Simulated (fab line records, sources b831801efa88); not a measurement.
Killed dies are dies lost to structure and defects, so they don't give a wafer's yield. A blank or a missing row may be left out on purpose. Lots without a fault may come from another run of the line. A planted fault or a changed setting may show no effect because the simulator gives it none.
Which tool did it? | flow gf180mcu | 11 lots, 33 wafers sampled, at 2 steps of a route of 602

WHAT THE GAUGES READ, wafer by wafer
GF_V2_RS_MEAS_24: measures by four-point-probe.
lot  | measured     | on            | V2_W_RS (ohm/sq)
L415 | day 19 21:55 | film_metro-03 | 0.328 0.323 0.322
L417 | day 20 22:13 | film_metro-01 | 0.329 0.330 0.323
L418 | day 21 06:00 | film_metro-01 | 0.326 0.330 0.336
L419 | day 21 15:47 | film_metro-01 | 0.335 0.325 0.326
L421 | day 22 19:05 | film_metro-04 | 0.325 0.322 0.325
L424 | day 23 14:53 | film_metro-04 | 0.186 0.183 0.183
L425 | day 23 21:08 | film_metro-01 | 0.184 0.186 0.184
L433 | day 27 00:23 | film_metro-04 | 0.329 0.330 0.325
L434 | day 27 02:18 | film_metro-04 | 0.330 0.325 0.330
L435 | day 27 03:55 | film_metro-03 | 0.325 0.325 0.332
L436 | day 27 13:15 | film_metro-04 | 0.325 0.325 0.330

WHICH TOOL RAN EACH LOT (tool, then ch and the chambers of the sampled wafers, then the start)
lot  | GF_V2_CVD_23
L415 | cvd_w-01 ch 0,1, day 19 21:48
L417 | cvd_w-01 ch 0,1, day 20 22:07
L418 | cvd_w-01 ch 0,1, day 21 05:52
L419 | cvd_w-01 ch 0,1, day 21 15:40
L421 | cvd_w-02 ch 0, day 22 18:58
L424 | cvd_w-01 ch 0,1, day 23 14:46
L425 | cvd_w-01 ch 0,1, day 23 21:02
L433 | cvd_w-01 ch 0,1, day 27 00:14
L434 | cvd_w-01 ch 0,1, day 27 02:11
L435 | cvd_w-01 ch 0,1, day 27 03:47
L436 | cvd_w-02 ch 0,1, day 27 13:07
- GF_V2_CVD_23: deposits W, target thk 350 nm, time 104.94 s.

THE ANSWER, worked out from the rows above alone
Rule: what is usual is taken from the lots themselves. Put in order of their means at a reading, lots are off if they are a third of the lots or fewer, leave a main group of 4 or more, and stand apart from it by a gap of 3 or more times the standard deviation of the main group's means; of several such gaps the widest counts. A main group whose means are all the same, to the digits that the tables above print for the reading, isn't used. A lot without any number at a reading at which 4 lots or more have one is off too. The other lots that the step has rows for count as sound.
Off: L424, L425, at GF_V2_RS_MEAS_24 (V2_W_RS). The main group: mean 0.327 ohm/sq, standard deviation 0.002.
A tool fits if, at a process step before that reading, it ran every lot that is off, and no sound lot after the first of them. The gauges at GF_V2_RS_MEAS_24 are tried like those tools. None of those tried fits.

WHAT THE SIMULATOR HAD PUT IN
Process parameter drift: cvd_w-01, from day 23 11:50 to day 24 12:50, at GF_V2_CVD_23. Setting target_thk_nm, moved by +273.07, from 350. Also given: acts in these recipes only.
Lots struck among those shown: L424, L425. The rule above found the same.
